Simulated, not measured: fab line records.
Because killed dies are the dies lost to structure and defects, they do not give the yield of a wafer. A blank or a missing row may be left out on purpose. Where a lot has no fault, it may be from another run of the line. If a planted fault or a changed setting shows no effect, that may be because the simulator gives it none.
Which tool did it? ; flow sky130 ; 12 lots, 36 wafers sampled, at 6 steps of a route of 708

WHAT THE GAUGES READ, wafer by wafer
SKY_CONTACT_THK_MEAS_01.
lot;measured;on;CONTACT_CVD_00_THK (nm)
L633;day 30 10:16;filmMetro-01;74.5 74.6 76.6
L637;day 31 18:35;filmMetro-01;75.7 75.6 76.7
L640;day 32 19:41;filmMetro-01;75.8 75.7 74.9
L641;day 33 04:30;filmMetro-02;75.4 75.9 76.2
L642;day 33 11:34;filmMetro-01;74.1 75.3 77.3
L643;day 33 18:39;filmMetro-01;76.8 77.0 75.6
L644;day 34 06:07;filmMetro-01;75.8 75.4 76.5
L652;day 36 15:10;filmMetro-03;75.3 76.6 75.7
L653;day 36 22:10;filmMetro-02;75.0 74.9 76.6
L654;day 37 00:44;filmMetro-03;73.6 74.9 75.8
L655;day 37 11:42;filmMetro-03;74.6 74.1 76.5
L656;day 37 18:40;filmMetro-03;75.9 75.3 75.6

SKY_CONTACT_CD_MEAS_14 targets a cd of 170 nm.
lot;measured;on;cdNm (nm)
L633;day 31 14:24;cdSem-01;168.6 167.8 167.9
L637;day 32 22:19;cdSem-02;170.7 170.3 169.9
L640;day 33 22:38;cdSem-01;169.7 169.5 169.3
L641;day 34 07:22;cdSem-01;172.4 171.3 171.0
L642;day 34 13:26;cdSem-02;169.6 170.4 170.4
L643;day 34 22:02;cdSem-01;168.7 167.8 167.5
L644;day 35 09:08;cdSem-02;171.0 170.6 171.4
L652;day 37 17:31;cdSem-01;169.6 169.8 170.7
L653;day 38 01:02;cdSem-02;169.7 169.6 168.8
L654;day 38 03:44;cdSem-02;169.5 170.4 170.1
L655;day 38 13:04;cdSem-01;167.9 168.7 167.8
L656;day 38 20:33;cdSem-01;172.0 171.2 171.4

SKY_CONTACT_RS_MEAS_25: measures by four-point-probe.
lot;measured;on;CONTACT_W_RS (ohm/sq)
L633;day 31 15:29;filmMetro-01;0.336 0.337 0.339
L637;day 32 23:22;filmMetro-03;0.338 0.339 0.340
L640;day 33 23:46;filmMetro-02;0.333 0.334 0.332
L641;day 34 08:38;filmMetro-02;0.346 0.345 0.342
L642;day 34 14:35;filmMetro-02;0.346 0.342 0.342
L643;day 34 23:11;filmMetro-01;0.237 0.238 0.238
L644;day 35 10:11;filmMetro-01;0.238 0.238 0.236
L652;day 37 18:37;filmMetro-01;0.342 0.339 0.344
L653;day 38 02:05;filmMetro-02;0.340 0.338 0.343
L654;day 38 04:47;filmMetro-01;0.341 0.340 0.345
L655;day 38 14:09;filmMetro-03;0.339 0.334 0.334
L656;day 38 21:37;filmMetro-01;0.336 0.342 0.342

SKY_CONTACT_THK_MEAS_26: measures by xrf.
lot;measured;on;CONTACT_W_THK (nm)
L633;day 31 15:35;filmMetro-01;354 351 352
L637;day 32 23:29;filmMetro-03;343 341 341
L640;day 33 23:52;filmMetro-02;352 355 352
L641;day 34 08:44;filmMetro-02;340 340 343
L642;day 34 14:42;filmMetro-02;342 341 341
L643;day 34 23:17;filmMetro-01;500 502 503
L644;day 35 10:18;filmMetro-01;495 502 507
L652;day 37 18:44;filmMetro-01;342 345 339
L653;day 38 02:12;filmMetro-02;345 347 343
L654;day 38 04:54;filmMetro-01;345 347 342
L655;day 38 14:16;filmMetro-03;339 344 345
L656;day 38 21:43;filmMetro-01;352 345 346

WHICH TOOL RAN EACH LOT (tool, then ch and the chambers of the sampled wafers, then the start)
lot;SKY_CONTACT_CMP_04;SKY_CONTACT_CVD_24
L633;cmp-01 ch 0,1,2, day 30 10:26;cvdW-01 ch 0,1, day 31 15:22
L637;cmp-02 ch 0,2,3, day 31 18:54;cvdW-01 ch 1, day 32 23:16
L640;cmp-01 ch 0,2, day 32 19:54;cvdW-01 ch 0,1, day 33 23:38
L641;cmp-01 ch 0,1,3, day 33 04:46;cvdW-02 ch 1, day 34 08:27
L642;cmp-02 ch 0,1, day 33 11:49;cvdW-01 ch 0,1, day 34 14:28
L643;cmp-02 ch 0,3, day 33 18:51;cvdW-02 ch 0,1, day 34 23:03
L644;cmp-01 ch 2,3, day 34 06:19;cvdW-02 ch 0,1, day 35 10:04
L652;cmp-01 ch 0,1, day 36 15:25;cvdW-01 ch 1, day 37 18:31
L653;cmp-01 ch 0,3, day 36 22:32;cvdW-02 ch 1, day 38 01:58
L654;cmp-01 ch 0,2,3, day 37 01:01;cvdW-02 ch 0,1, day 38 04:40
L655;cmp-01 ch 1,2, day 37 11:53;cvdW-01 ch 0,1, day 38 14:02
L656;cmp-01 ch 0,2, day 37 19:06;cvdW-02 ch 0,1, day 38 21:29
- SKY_CONTACT_CMP_04: polishes SiO2.
- SKY_CONTACT_CVD_24: deposits W, target thk 340 nm, time 102.12 s.

WHAT THE TOOLS THEMSELVES READ (means of the sampled wafers that have a number; where no wafer has one, the mark that the record gives instead)
SKY_CONTACT_CMP_04.
lot;tool;motorCurrentA (A);timeToEndpointS (s)
L633;cmp-01;12.5;82
L637;cmp-02;12.2;82
L640;cmp-01;11.1;83
L641;cmp-01;12.3;81
L642;cmp-02;11.6;82
L643;cmp-02;12.5;79
L644;cmp-01;11.7;87
L652;cmp-01;11.3;86
L653;cmp-01;10.9;89
L654;cmp-01;11.3;87
L655;cmp-01;14.1;86
L656;cmp-01;10.8;87

SKY_CONTACT_CVD_24.
lot;tool;heaterPowerW (W)
L633;cvdW-01;962
L637;cvdW-01;996
L640;cvdW-01;957
L641;cvdW-02;859
L642;cvdW-01;966
L643;cvdW-02;963
L644;cvdW-02;904
L652;cvdW-01;999
L653;cvdW-02;860
L654;cvdW-02;913
L655;cvdW-01;963
L656;cvdW-02;963

THE ANSWER, worked out from the rows above alone
Rule: the usual values come from the lots themselves. The widest of any qualifying gaps counts: lots, ordered by their means at a reading, are off when they make up no more than a third of the lots, leave a main group of 4 or more, and stand apart from it by 3 or more times the standard deviation of that group's means. If all means in a main group match to the digits the tables above print for the reading, that group is not used. Also off: a lot with no number at a reading for which 4 or more lots have one. Where the step has rows for the other lots, those lots are counted as sound. Order of review: gauges by route order, followed by the tools' own readings, for which a lot's mean as printed above is used. The first step at which some lot is off is used, and at that step the reading that is off furthest; a lot without a number counts as furthest.
Off: L643, L644, at SKY_CONTACT_RS_MEAS_25 (CONTACT_W_RS). Main group: mean 0.340 ohm/sq, sd 0.0033.
If a tool, at a process step before that reading, ran all the lots that are off and no sound lot after the first of them, it fits. Gauges at SKY_CONTACT_RS_MEAS_25: tried the same way as those tools. Of those tried, none fits.

WHAT THE SIMULATOR PUT IN
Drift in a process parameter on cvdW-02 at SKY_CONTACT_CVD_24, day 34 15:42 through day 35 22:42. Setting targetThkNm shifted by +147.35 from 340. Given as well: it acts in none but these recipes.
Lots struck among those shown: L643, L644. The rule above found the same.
